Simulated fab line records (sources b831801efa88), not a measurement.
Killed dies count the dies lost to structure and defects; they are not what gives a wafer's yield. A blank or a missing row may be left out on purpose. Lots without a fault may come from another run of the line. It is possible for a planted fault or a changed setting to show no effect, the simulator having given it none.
Struck lot and sound lot, side by side | flow sky130 | 44 out of 708 route steps
Sound: these wafers, L149.2, L149.3, L149.6. Wafers struck: L171.2, L171.5. The cause is given at the end.
Each step with rows lists, per side, the tool, then ch with its chambers, then its first start. Under that, the readings that differ: sound wafers | struck wafers | difference of the means | sigmas: that difference in standard deviations of wafers without a fault.
alike: readings with means less than 2 such deviations apart, plus words and numbers identical on both sides. not compared: withheld readings, readings lacking a value on some wafer, bounds such as >300 that could conceal the same value, and numbers that have no deviation in the record and whose values overlap.
Wherever a step has rows on one side only, a row that says differs or no value, or a row with sigmas, the two part there. Numbers that don't overlap but have no deviation are shown without sigmas and don't part them. A reading missing from all wafers of one side parts the sides only when that side holds two or more wafers.

first, 7 steps without rows for these wafers: SKY_VIA3_ETCH_15 (etches SiO2 in C4F8/O2/Ar, stops on TiN, target depth 507 nm, time 78 s); SKY_VIA3_STRIP_16 (strips in O2/N2); SKY_VIA3_STRIP_17 (strips in post etch residue remover, time 1200 s); SKY_VIA3_CLEAN_18 (cleans in IPA, time 180 s); SKY_VIA3_CLEAN_19 (cleans in O3/DIW); SKY_VIA3_SPUTTER_20 (material TiN, target thk 20 nm, time 80 s); SKY_VIA3_CVD_21 (deposits W, target thk 390 nm, time 117.31 s).
SKY_VIA3_RS_MEAS_22: a four-point-probe measurement.
  sound: filmMetro-01 at day 40 05:43; struck: filmMetro-03 at day 45 23:55
  alike: VIA3_W_RS
SKY_VIA3_THK_MEAS_23: measures by xrf.
  sound: filmMetro-01 at day 40 05:49; struck: filmMetro-03 at day 46 00:02
  alike: VIA3_W_THK
SKY_VIA3_CMP_24: polishes, stops on SiO2, t overpolish 20 s, target thk 0 nm.
  sound on cmp-02 ch 1,3, day 40 05:52; struck on cmp-02 ch 0,2, day 46 00:14
  alike: motorCurrentA, overpolishRunS, timeToEndpointS
SKY_METAL4_SPUTTER_00: material Ti, target thk 15 nm, time 10 s.
  sound: pvdSputter-03 at day 40 06:10; struck: pvdSputter-03 at day 46 00:23
  alike: throttleValvePct
then, 1 step without rows for these wafers: SKY_METAL4_SPUTTER_01 (material TiN, target thk 20 nm, time 16.7 s).
SKY_METAL4_SPUTTER_02: material AlCu, target thk 735 nm, time 39.1 s.
  sound: pvdSputter-03 at day 40 06:13; struck: pvdSputter-03 at day 46 00:26
reading                                    | sound             | struck      | difference | sigmas
model.AlCu_of_METAL4_SPUTTER_02.thkNm (nm) | 736.5 741.6 735.3 | 669.9 675.3 | -65.2      | 
  alike: throttleValvePct
SKY_METAL4_SPUTTER_03: material Ti, target thk 5 nm, time 3.3 s.
  sound: pvdSputter-03 at day 40 06:15; struck: pvdSputter-03 at day 46 00:28
  alike: throttleValvePct
SKY_METAL4_SPUTTER_04: material TiN, target thk 70 nm, time 58.3 s.
  sound: pvdSputter-03 at day 40 06:16; struck: pvdSputter-03 at day 46 00:29
  alike: throttleValvePct
then, 1 step without rows for these wafers: SKY_CAP2M_CVD_00 (deposits SiO2, target thk 15.5 nm).
SKY_CAP2M_THK_MEAS_01:
  sound: filmMetro-02 at day 40 06:21; struck: filmMetro-04 at day 46 00:35
  alike: CAP2M_CVD_00_THK
then, 1 step without rows for these wafers: SKY_CAP2M_SPUTTER_02 (material TiN, target thk 200 nm, time 166.7 s).
SKY_CAP2M_RS_MEAS_03: a four-point-probe measurement.
  sound: filmMetro-03 at day 40 06:32; struck: filmMetro-03 at day 46 00:46
  alike: CAP2M_TIN_RS
SKY_CAP2M_THK_MEAS_04: measures by xrf.
  sound: filmMetro-03 at day 40 06:38; struck: filmMetro-03 at day 46 00:52
  alike: CAP2M_TIN_THK
then, 7 steps without rows for these wafers: SKY_CAP2M_DEHYDRATE_05 (time 60 s); SKY_CAP2M_HMDS_06 (prime time 60 s); SKY_CAP2M_COAT_07 (resist thk 1140 nm); SKY_CAP2M_SOFTBAKE_08 (time 60 s); SKY_CAP2M_EXPOSE_09 (exposes mask CAP2M, target cd 1000 nm); SKY_CAP2M_PEB_10; SKY_CAP2M_DEVELOP_11 (develop time 60 s).
SKY_CAP2M_OVL_MEAS_12:
  sound: overlay-02 at day 41 06:20; struck: overlay-01 at day 46 21:08
  alike: CAP2M_OVL
SKY_CAP2M_METAL_ETCH_13: etches TiN in Cl2/BCl3, stops on SiO2, target depth 220 nm, time 62.9 s.
  sound on rieMetal-03 ch 0,1, day 41 06:22; struck on rieMetal-04 ch 0,1, day 46 21:10
  alike: drypumpMotorCurrentA, heBacksideLeakSccm, mfcCl2Sccm, oesProductAu, throttleValvePct
  not compared: rfHoursCounterH
then, 12 steps without rows for these wafers: SKY_CAP2M_STRIP_14 (strips in O2/N2); SKY_CAP2M_STRIP_15 (strips in post etch residue remover, time 1200 s); SKY_CAP2M_CLEAN_16 (cleans in IPA, time 180 s); SKY_CAP2M_CLEAN_17 (cleans in O3/DIW); SKY_METAL4_DEHYDRATE_05 (time 60 s); SKY_METAL4_HMDS_06 (prime time 60 s); SKY_METAL4_COAT_07 (resist thk 60 nm); SKY_METAL4_COAT_08 (resist thk 1140 nm); SKY_METAL4_SOFTBAKE_09 (time 90 s); SKY_METAL4_EXPOSE_10 (exposes mask MM4, target cd 300 nm); SKY_METAL4_PEB_11; SKY_METAL4_DEVELOP_12 (develop time 60 s).
SKY_METAL4_CD_MEAS_13: the cd target is 300 nm.
  sound: cdSem-02 at day 42 07:07; struck: cdSem-01 at day 47 18:02
  alike: cdNm
SKY_METAL4_METAL_ETCH_18: etches the open film in Cl2/BCl3, stops on SiO2, target depth 845 nm, time 183.1 s.
  sound on rieMetal-02 ch 0, day 42 07:24; struck on rieMetal-04 ch 0, day 47 18:20
reading                  | sound             | struck      | difference | sigmas
drypumpMotorCurrentA (A) | 5.0 5.0 5.0       | 6.1 6.1     | +1.1       | +2
oesProductAu (a.u.)      | 0.875 0.877 0.855 | 0.826 0.829 | -0.042     | -7
  alike: heBacksideLeakSccm, mfcCl2Sccm, throttleValvePct
  not compared: rfHoursCounterH
-- the record jumps here: 3 days lie between the struck wafers' starts before and after (it left off in module METAL4 and takes up again in module PAD_OPEN, whose first step shown is number 708 of the route) --
SKY_PAD_OPEN_PROBE_99:
  sound: prober-02 at day 46 06:10; struck: prober-01 at day 50 21:06
reading                    | sound                  | struck          | difference | sigmas
model.etest.met4.lineOhmUm | 0.1397 0.1413 0.1439   | 0.1545 0.1543   | +0.0128    | 
model.etest.met4.rsOhmSq   | 0.04201 0.0424 0.04256 | 0.04628 0.04682 | +0.00423   | 
  alike: defectLimitedYield, killed_at_M0_to_M3, killed_at_M4_up, killedAtContacts, killedAtFrontEnd, killedAtOther, killedDies, killedOpen, killedShort, sort_bin_3_pad_short, sort_bin_5_function, sort_bin_6_memory, sortNPass, sortYieldPct

## WHERE THEY PART
Only at SKY_METAL4_METAL_ETCH_18, as far as this record shows. Later steps at which nothing parts them and some readings are alike: SKY_PAD_OPEN_PROBE_99.

WHY: what had been put in by the simulator
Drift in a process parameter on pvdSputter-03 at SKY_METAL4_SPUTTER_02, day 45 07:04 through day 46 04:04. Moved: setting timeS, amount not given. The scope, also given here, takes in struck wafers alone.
